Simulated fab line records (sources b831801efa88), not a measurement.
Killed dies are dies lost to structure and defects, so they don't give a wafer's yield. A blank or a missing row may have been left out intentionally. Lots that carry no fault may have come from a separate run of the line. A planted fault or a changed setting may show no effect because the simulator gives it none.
8D (eight disciplines) problem report, filled in by code -- flow gf180mcu -- the parts of the form that need people (team, actions taken, sign-off) are left out

## 1. THE PROBLEM
SALICIDE_TIN_THK at GF_SALICIDE_THK_MEAS_05 reads a mean of 17.44 nm on 2 wafers of 1 lot; wafers without a fault read 19.83 nm with a standard deviation of 0.24. Relative to the usual mean, that is a shift of -10 standard deviations.
The step: measures by xrf.
The first sign was on wafer L777.3 at day 20 19:44, on film-metro-04. The record holds 36 wafers of 12 lots with a number at this step. Rule for "out" (also "out of limits"): further than 4 standard deviations from the usual mean. The rest of the wafers with a number are treated as sound.

## 2. WHAT IT IS, WHAT IT ISN'T
question,is,is not
which readings at this step,SALICIDE_TIN_THK,-
which lots,L777,"L762, L766, L767, L768, L769, L771, L779, L781, L783, L784, L785"
which wafers of those lots,"L777.3, L777.5",L777.6
read on which gauges,film-metro-04,"film-metro-02, film-metro-03"
when,from day 20 19:44,"up to then (19 sound wafers); but 15 sound wafers of L779, L781, L783, L784, L785 came after"

## 3. SUSPECTS, AND WHAT RULES EACH OUT
Counting: a tool at a process step up to the reading stays a suspect if it ran every lot that is out. Sound lots after the first of them don't rule it out here, since some wafers of a struck lot are sound.
- the gauge at GF_SALICIDE_THK_MEAS_05 has been ruled out. All the wafers that are out were read on film-metro-04, but those of them that GF_SALICIDE_SPUTTER_03 has rows for are out there too, on other tools.
- plasma-asher-02 at GF_HV_LDD_STRIP_10 (strips in O2/N2): kept. It processed L777, the lot that is out, at day 14 17:22, and its most recent sound lot before then was L769 at day 12 02:40.
- rtp-anneal-01 at GF_PSD_RTA_13 (time 20 s): kept. It processed L777, the lot that is out, at day 19 18:05, and its most recent sound lot before then was L769 at day 16 18:05.
- pvd-sputter-03 at GF_SALICIDE_SPUTTER_03 (material TiN, target thk 20 nm, time 16.7 s): kept. It processed L777, the lot that is out, at day 20 19:34, and its most recent sound lot before then was L771 at day 18 12:20. Out on those wafers are its own readings of cathode-dc-power-W.
After the count, these remain: plasma-asher-02 at GF_HV_LDD_STRIP_10, rtp-anneal-01 at GF_PSD_RTA_13 and pvd-sputter-03 at GF_SALICIDE_SPUTTER_03.

## 4. THE CAUSE (what the simulator had put in)
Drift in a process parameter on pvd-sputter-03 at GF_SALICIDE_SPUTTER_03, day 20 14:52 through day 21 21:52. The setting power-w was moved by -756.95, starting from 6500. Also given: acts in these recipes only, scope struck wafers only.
Counting left 3 suspects, and this tool is among them.

## 5. THE EFFECT CHAIN, in route order
Each row: a reading whose mean over the struck wafers that have a number lies more than 3 standard deviations from the usual. Only readings whose record carries a usual standard deviation are examined. hours: median over the lots of the time between each lot's start at the first step of this table that gives one and its start at this step. sigmas: the change, counted in usual standard deviations.
hours,step,reading,usual,on struck wafers,change,sigmas
0,GF_SALICIDE_SPUTTER_03,cathode-dc-power-W,6499.7 W,5742.6,-757.1,-99 or more
0,GF_SALICIDE_RS_MEAS_04,SALICIDE_TIN_RS,16.3 ohm/sq,17.4,+1.1,+3.1
0,GF_SALICIDE_THK_MEAS_05,SALICIDE_TIN_THK,19.83 nm,17.44,-2.39,-10
Here are the process steps it includes:
- GF_SALICIDE_SPUTTER_03: material TiN, target thk 20 nm, time 16.7 s.
Later steps that measure or inspect, where all struck wafers having a row at the step show a number for every such reading and not one has moved that far: GF_V1_THK_MEAS_01.

## 6. WHAT WOULD HAVE CAUGHT IT SOONER
Counted from the fault's start at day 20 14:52, it took 5 hours until the first out-of-limits reading at a measuring or inspecting step in this record, taken at day 20 19:44.
Tool's own readings at GF_SALICIDE_SPUTTER_03, cathode-dc-power-W: out on all struck wafers the step has rows for; an alarm limit on them would have tripped on the first.
Each of the lots that are out, 1 in all, had begun GF_SALICIDE_SPUTTER_03 on pvd-sputter-03 no later than day 20 19:44. A hold on the tool at that time would have spared none of them.
